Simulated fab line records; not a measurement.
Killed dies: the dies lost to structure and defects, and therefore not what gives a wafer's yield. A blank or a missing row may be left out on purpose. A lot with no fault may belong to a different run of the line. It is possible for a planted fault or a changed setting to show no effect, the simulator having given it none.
Problem report in the 8D (eight disciplines) form, filled by code ; flow sky130 ; the parts of the form that need people (team, actions taken, sign-off) are left out

## 1. THE ISSUE
LDD_LDN_TW at SKY_LDD_LDN_TW_MEAS_13 reads a mean of 1365 on 6 wafers of 2 lots; wafers without a fault read 1492 with a standard deviation of 13. That is -9.8 standard deviations from the usual mean.
First seen on wafer L996.2, day 25 11:35, on film_metro-04. At this step, 42 wafers from 14 lots have a number in the record. The rule behind "out" and "out of limits": a value lying over 4 standard deviations away from the usual mean. All remaining wafers that have a number are taken as sound.

## 2. WHAT THIS IS AND IS NOT
question;is;is not
which readings at this step;LDD_LDN_TW;-
which lots;L996, L997;L106, L107, L108, L109, L110, L111, L112, L990, L991, L992, L993, L995
which wafers of those lots;all that have a number;-
read on which gauges;film_metro-01, film_metro-04;film_metro-02
when;from day 25 11:35;"up to then (15 sound wafers); but 21 sound wafers of L106, L107, L108, L109, L110, L111, L112 came after"

## 3. WHAT RULES OUT EACH SUSPECT
Counting: a tool stays on the suspect list if, at a process step up to the reading, it processed all lots that are out and no sound lot following the first of them.
- the gauge at SKY_LDD_LDN_TW_MEAS_13: ruled out. The wafers that are out were read on 2 gauges (film_metro-01, film_metro-04).
- plasma_asher-03 at SKY_LDD_P_STRIP_10 (strips in O2/N2): ruled out as a lasting fault. Following L996 (day 21 16:56), the first lot on it that is out, the sound lots L106, L107, L108, L110 were run on it.
- implanter-03 at SKY_LDD_LDN_IMPLANT_10: ruled out as a lasting fault. Following L996 (day 25 11:12), the first lot on it that is out, the sound lots L106, L110 were run on it.
Left after counting: nothing in the record.

## 4. THE CAUSE (what the simulator had put in)
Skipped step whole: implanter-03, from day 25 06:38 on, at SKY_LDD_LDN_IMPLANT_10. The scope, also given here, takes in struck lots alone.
Counting ruled it out, wrongly: the rule takes a fault to strike every lot that its tool runs from its start on, and this one did not.

## 5. THE EFFECT CHAIN, in route order
One row per reading whose mean, taken over the struck wafers that have a number, lies over 3 standard deviations from the usual. Only readings whose record carries a usual standard deviation are examined. hours: median over the lots of the time between each lot's start at the first step of this table that gives one and its start at this step. sigmas: the change, counted in usual standard deviations.
hours;step;reading;usual;on struck wafers;change;sigmas
0;SKY_LDD_LDN_TW_MEAS_13;LDD_LDN_TW;1492;1365;-127;-9.8
Readings that are blank on the struck wafers while sound wafers have them: beam_energy_keV at SKY_LDD_LDN_IMPLANT_10; beam_on_s at SKY_LDD_LDN_IMPLANT_10.

## 6. WHAT WOULD HAVE CAUGHT IT SOONER
In this record the first reading out of limits at a measuring or inspecting step was taken at day 25 11:35, 5 hours after the fault began at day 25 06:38.
At SKY_LDD_LDN_IMPLANT_10 the tool's readings are blank on the struck wafers, where sound wafers have them: an empty tool record is the first sign, and it was there at once.
